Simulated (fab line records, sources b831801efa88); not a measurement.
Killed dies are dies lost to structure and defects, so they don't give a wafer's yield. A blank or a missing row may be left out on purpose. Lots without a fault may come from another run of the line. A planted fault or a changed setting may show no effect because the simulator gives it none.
A struck lot beside a sound one | flow sfq_line | 41 steps out of a route of 325
Sound: wafers L371.2, L371.3, L371.5. Struck: wafers L388.1, L388.2, L388.3. The cause comes at the end.
At each step with rows: each side's tool, then ch and its chambers, then its first start. Under that, the readings that differ: sound wafers | struck wafers | difference of the means | sigmas: that difference in standard deviations of wafers without a fault.
alike: readings whose means differ by less than 2 such deviations, and words and numbers that are the same on both sides. not compared: withheld readings, readings that some wafer has no value for, bounds like >300 that may hide the same value, and numbers for which the record gives no deviation and whose values overlap.
The two part at a step that has a row with sigmas, a row that says differs or no value, or rows on one side only. Numbers that don't overlap but have no deviation are shown without sigmas and don't part them. A reading that every wafer of one side lacks parts them only if that side has two wafers or more.

first, 6 steps without rows for these wafers: SFQ_TRILAYER_M7_LITHO_COAT_182 (resist thk 62 nm); SFQ_TRILAYER_M7_LITHO_COAT_177 (resist thk 600 nm); SFQ_TRILAYER_M7_LITHO_SOFTBAKE_181; SFQ_TRILAYER_M7_LITHO_EXPOSE_178 (exposes mask M7, target cd 500 nm); SFQ_TRILAYER_M7_LITHO_PEB_180 (peb time 60 s); SFQ_TRILAYER_M7_LITHO_DEVELOP_179 (time 60 s).
SFQ_M7_OVL_MEAS_945:
  sound on overlay-02, day 79 20:22; struck on overlay-02, day 84 03:46
  alike: M7_OVL
then, 1 step without rows for these wafers: SFQ_TRILAYER_M7_BARC_OPEN_METAL_ETCH_229 (etches BARC in O2, target depth 125 nm, time 41.7 s).
SFQ_TRILAYER_M7_ETCH_METAL_ETCH_180: etches Nb in Cl2/Ar, stops on SiO2, target depth 240 nm, time 120 s.
  sound on rie_metal-04 ch 0,1, day 79 20:28; struck on rie_metal-02 ch 0,1, day 84 03:52
  reading                     | sound       | struck      | difference | sigmas
  drypump_motor_current_A (A) | 6.6 6.5 6.5 | 5.5 6.1 5.6 | -0.8       | -2
  alike: oes_product_au
  not compared: rf_hours_counter_h
SFQ_TRILAYER_M7_STRIP_STRIP_181: strips in O2.
  sound on rie_metal-04 ch 0,1, day 79 20:35; struck on rie_metal-02 ch 0,1, day 84 03:59
  reading                     | sound       | struck      | difference | sigmas
  drypump_motor_current_A (A) | 6.7 6.5 6.4 | 5.6 6.0 5.6 | -0.8       | -2
  alike: oes_product_au
  not compared: rf_hours_counter_h
then, 1 step without rows for these wafers: SFQ_TRILAYER_M7_STRIP_SOLV_CLEAN_182 (cleans in NMP, time 600 s).
SFQ_TRILAYER_I7_DEP_PECVD_183: deposits SiO2 from SiH4/N2O, time 111.11 s, target thk 500 nm.
  sound on pecvd-04 ch 1,2, day 79 21:22; struck on pecvd-04 ch 0,1,2, day 84 04:46
  alike: heater_power_w, throttle_valve_pct
SFQ_TRILAYER_I7_CMP_CMP_184: polishes SiO2.
  sound on cmp-01 ch 0,1,3, day 79 22:32; struck on cmp-02 ch 0,1,3, day 84 06:51
  reading                                             | sound           | struck            | difference | sigmas
  time_to_endpoint_s (s)                              | 215 222 211     | 278 281 273       | +61        | +10
  model.SiO2_of_TRILAYER_I7_DEP_PECVD_183.thk_nm (nm) | 199.6 200.3 200 | 303.8 305.2 301.8 | +103.6     |
  alike: motor_current_A
SFQ_I7_BOW_MEAS_946:
  sound on film_metro-04, day 80 01:04; struck on film_metro-01, day 84 09:51
  alike: I7_BOW
SFQ_TRILAYER_I7_METRO_MEASURE_185:
  sound on film_metro-04, day 80 01:22; struck on film_metro-01, day 84 09:58
  reading     | sound             | struck            | difference | sigmas
  thk_nm (nm) | 199.7 200.3 200.2 | 303.9 305.3 302.0 | +103.7     | +99 or more
then, 6 steps without rows for these wafers: SFQ_TRILAYER_I7_VIA_LITHO_COAT_192 (resist thk 62 nm); SFQ_TRILAYER_I7_VIA_LITHO_COAT_187 (resist thk 650 nm); SFQ_TRILAYER_I7_VIA_LITHO_SOFTBAKE_191; SFQ_TRILAYER_I7_VIA_LITHO_EXPOSE_188 (exposes mask I7, target cd 1000 nm); SFQ_TRILAYER_I7_VIA_LITHO_PEB_190 (peb time 60 s); SFQ_TRILAYER_I7_VIA_LITHO_DEVELOP_189 (time 60 s).
-- the record jumps here: 4 days lie between the struck wafers' starts before and after --
SFQ_I7_OVL_MEAS_947:
  sound on overlay-01, day 83 17:16; struck on overlay-01, day 88 02:09
  alike: I7_OVL
SFQ_TRILAYER_I7_VIA_BARC_OPEN_VIA_ETCH_260: etches BARC in O2, target depth 125 nm, time 41.7 s.
  sound on rie_diel-04 ch 0,1, day 83 17:18; struck on rie_diel-01 ch 0,1,2, day 88 02:11
  alike: drypump_motor_current_A, oes_product_au
  not compared: rf_hours_counter_h
SFQ_TRILAYER_I7_VIA_ETCH_VIA_ETCH_190: etches SiO2 in CHF3, stops on Nb, target depth 260 nm.
  sound on rie_diel-04 ch 0,1, day 83 17:20; struck on rie_diel-01 ch 0,1,2, day 88 02:13
  reading                        | sound             | struck            | difference | sigmas
  oes_product_au (a.u.)          | 0.846 0.867 0.852 | 0.994 0.997 0.995 | +0.140     | +26
  model.I7.feature_depth_nm (nm) | 199.6 200.3 200   | 257.9 257.1 258.2 | +57.8      |
  model.etch.depth_nm (nm)       | 199.6 200.3 200   | 257.9 257.1 258.2 | +57.8      |
  alike: drypump_motor_current_A
SFQ_TRILAYER_I7_VIA_STRIP_STRIP_191: strips in O2.
  sound on rie_metal-04 ch 0, day 83 17:27; struck on rie_metal-01 ch 0,1, day 88 02:20
  alike: drypump_motor_current_A, oes_product_au
  not compared: rf_hours_counter_h
then, 8 steps without rows for these wafers: SFQ_TRILAYER_I7_VIA_STRIP_SOLV_CLEAN_192 (cleans in NMP, time 600 s); SFQ_TRILAYER_M8_LITHO_LOR_COAT_197; SFQ_TRILAYER_M8_LITHO_LOR_BAKE_198; SFQ_TRILAYER_M8_LITHO_COAT_193 (resist thk 600 nm); SFQ_TRILAYER_M8_LITHO_SOFTBAKE_199; SFQ_TRILAYER_M8_LITHO_EXPOSE_194 (exposes mask M8, target cd 2000 nm); SFQ_TRILAYER_M8_LITHO_PEB_196 (peb time 60 s); SFQ_TRILAYER_M8_LITHO_DEVELOP_195 (img clear 15 s, time 55 s).
-- the record jumps here: 4 days lie between the struck wafers' starts before and after --
SFQ_M8_OVL_MEAS_948:
  sound on overlay-02, day 83 22:49; struck on overlay-02, day 91 15:00
  alike: M8_OVL
then, 3 steps without rows for these wafers: SFQ_TRILAYER_M8_DEP_EVAP_197 (material Ti, target thk 20 nm, time 100 s); SFQ_TRILAYER_M8_DEP_EVAP_198 (material Pt, target thk 50 nm, time 250 s); SFQ_TRILAYER_M8_DEP_EVAP_196 (material Au, target thk 180 nm, time 900 s).
SFQ_M8_RS_MEAS_949: measures by four-point-probe.
  sound on film_metro-04, day 83 23:37; struck on film_metro-04, day 91 15:47
  reading           | sound                | struck               | difference | sigmas
  M8_AU_RS (ohm/sq) | 0.1569 0.1546 0.1575 | 0.1534 0.1521 0.1545 | -0.0030    | -2
SFQ_M8_THK_MEAS_950: measures by xrf.
  sound on film_metro-04, day 83 23:43; struck on film_metro-04, day 91 15:54
  alike: M8_AU_THK
then, 1 step without rows for these wafers: SFQ_TRILAYER_M8_LIFTOFF_LIFTOFF_197 (chemistry NMP, time 600 s).
SFQ_M8_BOW_MEAS_951:
  sound on film_metro-04, day 83 23:58; struck on film_metro-01, day 91 16:08
  reading                 | sound             | struck            | difference | sigmas
  model.etest.i7.link_ohm | 1.039 1.034 1.038 | 1e+06 1e+06 1e+06 | +1e+06     |
  alike: M8_BOW

WHERE THEY PART
First at SFQ_TRILAYER_M7_ETCH_METAL_ETCH_180; last, within this record, at SFQ_M8_RS_MEAS_949. Later steps at which nothing parts them and some readings are alike: SFQ_M8_THK_MEAS_950, SFQ_M8_BOW_MEAS_951.

WHY: what the simulator had put in
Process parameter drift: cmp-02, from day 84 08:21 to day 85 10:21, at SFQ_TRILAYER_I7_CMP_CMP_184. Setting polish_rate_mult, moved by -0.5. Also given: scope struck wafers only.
